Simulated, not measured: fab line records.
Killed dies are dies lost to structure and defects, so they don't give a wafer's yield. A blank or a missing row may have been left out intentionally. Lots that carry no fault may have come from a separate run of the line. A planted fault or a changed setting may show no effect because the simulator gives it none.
Which tool is to blame?    flow sky130    39 wafers from 13 lots sampled at 4 of the route's 708 steps

== WHAT EACH GAUGE READ, for each wafer ==
SKY_SONOS_ONO_OVL_MEAS_14.
lot   measured      on          SONOS_ONO_OVL (nm)
L405  day 12 08:56  overlay-01  -0.4 0.1 -1.0
L406  day 12 20:29  overlay-02  0.1 0.9 0.4
L408  day 13 12:18  overlay-01  0.7 0.5 -0.3
L409  day 13 21:13  overlay-02  -1.9 -2.7 -2.3
L411  day 14 11:25  overlay-02  0.6 1.3 0.5
L412  day 14 23:44  overlay-01  0.5 -0.1 -1.0
L413  day 15 01:27  overlay-01  1.0 0.2 0.4
L415  day 15 19:54  overlay-01  -1.9 -0.2 -0.9
L416  day 16 06:42  overlay-01  -3.1 -2.6 -4.2
L422  day 18 08:45  overlay-02  -0.2 -2.3 -3.3
L423  day 18 14:15  overlay-01  -0.5 -0.9 -0.7
L427  day 20 02:24  overlay-01  0.5 1.3 0.2
L428  day 20 15:36  overlay-01  -0.1 -0.7 -1.2

SKY_LDD_P_OVL_MEAS_08.
lot   measured      on          LDD_P_OVL (nm)
L405  day 18 13:03  overlay-01  -1.6 -3.1 -2.7
L406  day 19 01:28  overlay-02  -0.9 -1.2 -0.4
L408  day 20 00:38  overlay-01  -1.0 -1.9 -2.5
L409  day 20 12:23  overlay-02  -0.5 -1.9 -0.1
L411  day 21 02:19  overlay-01  -1.6 -2.0 -0.8
L412  day 21 16:04  overlay-01  -1.8 -1.4 -0.5
L413  day 21 18:02  overlay-02  1.0 0.0 -0.9
L415  day 22 13:38  overlay-02  -1.7 -3.4 -1.8
L416  day 23 01:04  overlay-02  -2.1 -2.5 -1.1
L422  day 25 04:50  overlay-01  1.5 0.6 1.4
L423  day 25 07:26  overlay-02  -1.0 -2.1 -0.4
L427  day 26 15:36  overlay-02  -2.4 -0.6 -2.3
L428  day 27 08:21  overlay-01  0.4 0.7 -1.0

== WHAT TOOL EACH LOT RAN ON (gives the tool, then ch and the chambers of the sampled wafers, and finally the start) ==
lot   SKY_POLY_GATE_ETCH_15              SKY_LDD_N_IMPLANT_15
L405  rieDiel-02 ch 0,1,2, day 15 22:35  implanter-01 ch 0, day 17 06:52
L406  rieDiel-03 ch 1,2, day 16 11:38    implanter-01 ch 0, day 17 18:41
L408  rieDiel-04 ch 0,1,3, day 17 08:14  implanter-01 ch 0, day 18 17:04
L409  rieDiel-03 ch 2,3, day 17 19:39    implanter-02 ch 0, day 19 05:32
L411  rieDiel-04 ch 0,1,3, day 18 09:08  implanter-01 ch 0, day 19 20:11
L412  rieDiel-04 ch 0,1,2, day 18 22:41  implanter-03 ch 0, day 20 09:19
L413  rieDiel-03 ch 1,2,3, day 19 01:12  implanter-03 ch 0, day 20 11:12
L415  rieDiel-04 ch 1,2,3, day 19 20:47  implanter-01 ch 0, day 21 07:07
L416  rieDiel-04 ch 0,3, day 20 08:59    implanter-02 ch 0, day 21 18:34
L422  rieDiel-02 ch 0,1,2, day 22 14:51  implanter-02 ch 0, day 23 23:49
L423  rieDiel-02 ch 1,2,3, day 22 18:41  implanter-02 ch 0, day 24 02:43
L427  rieDiel-02 ch 0,1,2, day 24 03:03  implanter-03 ch 0, day 25 11:14
L428  rieDiel-02 ch 2,3, day 24 17:08    implanter-03 ch 0, day 26 02:28
- SKY_POLY_GATE_ETCH_15: etches BARC in N2/H2, stops on SiO2, time 118.5 s, target depth 110 nm.
- SKY_LDD_N_IMPLANT_15

== AS READ BY THE TOOLS THEMSELVES (means over the sampled wafers that have a number; for cases with no such wafer, the mark the record gives instead) ==
SKY_POLY_GATE_ETCH_15.
lot   tool        biasW (W)  drypumpMotorCurrentA (A)  h2FlowSccm (sccm)  oesProductAu (a.u.)  throttleValvePct (%)
L405  rieDiel-02  100.2      5.5                       199.8              0.715                13.222
L406  rieDiel-03  100.0      6.2                       199.6              0.712                13.217
L408  rieDiel-04  100.2      6.0                       199.6              0.715                13.217
L409  rieDiel-03  100.0      5.8                       199.8              0.714                13.220
L411  rieDiel-04  100.3      6.0                       200.0              0.714                13.214
L412  rieDiel-04  100.0      5.7                       200.1              0.722                13.218
L413  rieDiel-03  100.1      5.7                       200.0              0.717                13.207
L415  rieDiel-04  100.0      5.9                       199.5              0.713                13.210
L416  rieDiel-04  100.0      5.7                       199.2              0.721                13.216
L422  rieDiel-02  100.4      5.5                       199.5              0.714                13.215
L423  rieDiel-02  99.9       5.9                       200.0              0.712                13.207
L427  rieDiel-02  99.9       5.5                       200.2              0.713                13.203
L428  rieDiel-02  100.2      5.9                       199.9              0.718                13.221

SKY_LDD_N_IMPLANT_15.
lot   tool          doseIonsCm2  endStationPressureTorr (Torr)  faradayCurrentUA
L405  implanter-01  5e+12        5.09e-06                       27.9
L406  implanter-01  5e+12        5.22e-06                       29.0
L408  implanter-01  5e+12        4.87e-06                       28.0
L409  implanter-02  5e+12        5.15e-06                       28.2
L411  implanter-01  5e+12        4.97e-06                       28.4
L412  implanter-03  5e+12        5.28e-06                       27.7
L413  implanter-03  5e+12        5.18e-06                       28.5
L415  implanter-01  5e+12        5.19e-06                       28.5
L416  implanter-02  5e+12        4.94e-06                       28.0
L422  implanter-02  2e+12        4.87e-06                       12.3
L423  implanter-02  2e+12        5.07e-06                       12.3
L427  implanter-03  5e+12        4.84e-06                       27.5
L428  implanter-03  5e+12        5.36e-06                       28.9

== THE ANSWER, worked out from the rows above alone ==
Rule: the lots themselves supply what counts as usual. The widest of any qualifying gaps counts: lots, ordered by their means at a reading, are off when they make up no more than a third of the lots, leave a main group of 4 or more, and stand apart from it by 3 or more times the standard deviation of that group's means. A main group whose means are all the same, to the digits that the tables above print for the reading, isn't used. Also off: a lot with no number at a reading for which 4 or more lots have one. Where the step has rows for the other lots, those lots are counted as sound. Order of review: gauges by route order, followed by the tools' own readings, for which a lot's mean as printed above is used. The first step at which some lot is off is used, and at that step the reading that is off furthest; a lot without a number counts as furthest.
Off: L422, L423, at SKY_LDD_N_IMPLANT_15 (faradayCurrentUA). The main group: mean 28.2, standard deviation 0.45.
If a tool, at that step or one of the process steps before it, ran each lot that is off and ran no sound lot following the first of them, it fits. One fits: SKY_LDD_N_IMPLANT_15 on implanter-02. Its last sound lot is L416 (day 21 18:34), its first lot that is off L422 (day 23 23:49): a fault that began between those two fits.
The tool's own readings at SKY_LDD_N_IMPLANT_15 bear it out: on the lots that are off they differ by more than 5 times the standard deviation of the sound lots' means. doseIonsCm2 reads 2e+12 there against 5e+12 on the sound lots; faradayCurrentUA reads 12.3 there against 28.2 on the sound lots.

== WHAT WAS PUT IN BY THE SIMULATOR ==
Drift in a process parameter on implanter-02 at SKY_LDD_N_IMPLANT_15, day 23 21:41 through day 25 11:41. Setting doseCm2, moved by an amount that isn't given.
Shown lots that were struck: L422, L423. The same result came from the rule above.
